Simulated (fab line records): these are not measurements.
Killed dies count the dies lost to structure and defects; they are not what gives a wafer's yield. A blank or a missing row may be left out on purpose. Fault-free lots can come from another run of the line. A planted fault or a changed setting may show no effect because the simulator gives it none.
A single fault, viewed from 2 desks / flow sky130 / every desk sees just its own numbers, and what lay behind them comes last

== DESK OF THE TOOL OWNER: iline-stepper-01 ==
The tool's own readings at SKY_SD_N_EXPOSE_04 (exposes mask NSDM, target cd 380 nm): means of the sampled wafers that have a number, for each lot that ran on this tool. The brackets show how far a lot's mean lies from the usual mean; more than 4 standard deviations puts the lot out of limits, marked OUT.
Columns: A = reticle-temp-C at SKY_SD_N_EXPOSE_04, usual 23.02 C
lot=L517; first seen here=day 27 00:53; A=23.02
lot=L518; first seen here=day 27 09:39; A=23.05
lot=L525; first seen here=day 30 05:10; A=23.04
lot=L528; first seen here=day 31 07:58; A=22.94
lot=L540; first seen here=day 35 00:01; A=23.22
Result from this desk: across the 5 lots, nothing is out of limits.

== METROLOGY DESK ==
What the gauges read for every lot (on any tool): the sampled wafers with a number, averaged. The brackets show how far a lot's mean lies from the usual mean; more than 4 standard deviations puts the lot out of limits, marked OUT.
Columns: A = LDD_HVP_OVL at SKY_LDD_HVP_OVL_MEAS_07, usual -0.8 nm; B = SPACER_CVD_00_THK at SKY_SPACER_THK_MEAS_01, usual 43.1 nm; C = cd-nm at SKY_SD_N_CD_MEAS_07, usual 379.8 nm
lot=L517; first seen here=day 21 06:49; A=-1.7; B=43.2; C=378.7
lot=L518; first seen here=day 21 16:23; A=0.3; B=43.3; C=381.5
lot=L525; first seen here=day 24 15:02; A=-0.2; B=43.0; C=364.5 (-5.5) OUT
lot=L528; first seen here=day 25 19:47; A=-0.3; B=42.8; C=368.0 (-4.2) OUT
lot=L530; first seen here=day 26 07:13; A=0.4; B=42.8; C=379.7
lot=L532; first seen here=day 27 00:34; A=-0.8; B=42.8; C=383.5
lot=L534; first seen here=day 27 17:44; A=-2.4; B=43.1; C=380.0
lot=L535; first seen here=day 28 01:12; A=-1.9; B=43.3; C=379.6
lot=L537; first seen here=day 28 17:13; A=0.9; B=43.1; C=377.7
lot=L538; first seen here=day 29 11:37; A=-1.3; B=43.1; C=382.3
lot=L539; first seen here=day 29 12:36; A=-0.9; B=43.1; C=382.5
lot=L540; first seen here=day 29 21:25; A=-0.9; B=43.1; C=383.0
This desk's finding: out of limits on L525, L528; first on L525, day 30 18:17 (cd-nm at SKY_SD_N_CD_MEAS_07). L517, L518, L530, L532, L534, L535, L537, L538, L539, L540: within limits.

== ALL TOGETHER ==
The metrology desk could have raised an alarm at day 30 18:17, on L525, L528.
The desk of the tool owner found nothing out of limits.
The tool owner's desk has L525, L528 on record, within its limits.
Every lot named ran SKY_SD_N_EXPOSE_04 on iline-stepper-01.

== WHAT THE SIMULATOR PUT IN ==
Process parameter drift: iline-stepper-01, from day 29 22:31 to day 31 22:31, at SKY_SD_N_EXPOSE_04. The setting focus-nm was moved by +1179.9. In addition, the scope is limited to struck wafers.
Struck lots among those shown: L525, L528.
Delay in hours, fault start to first out-of-limits reading, per desk: metrology desk 20.
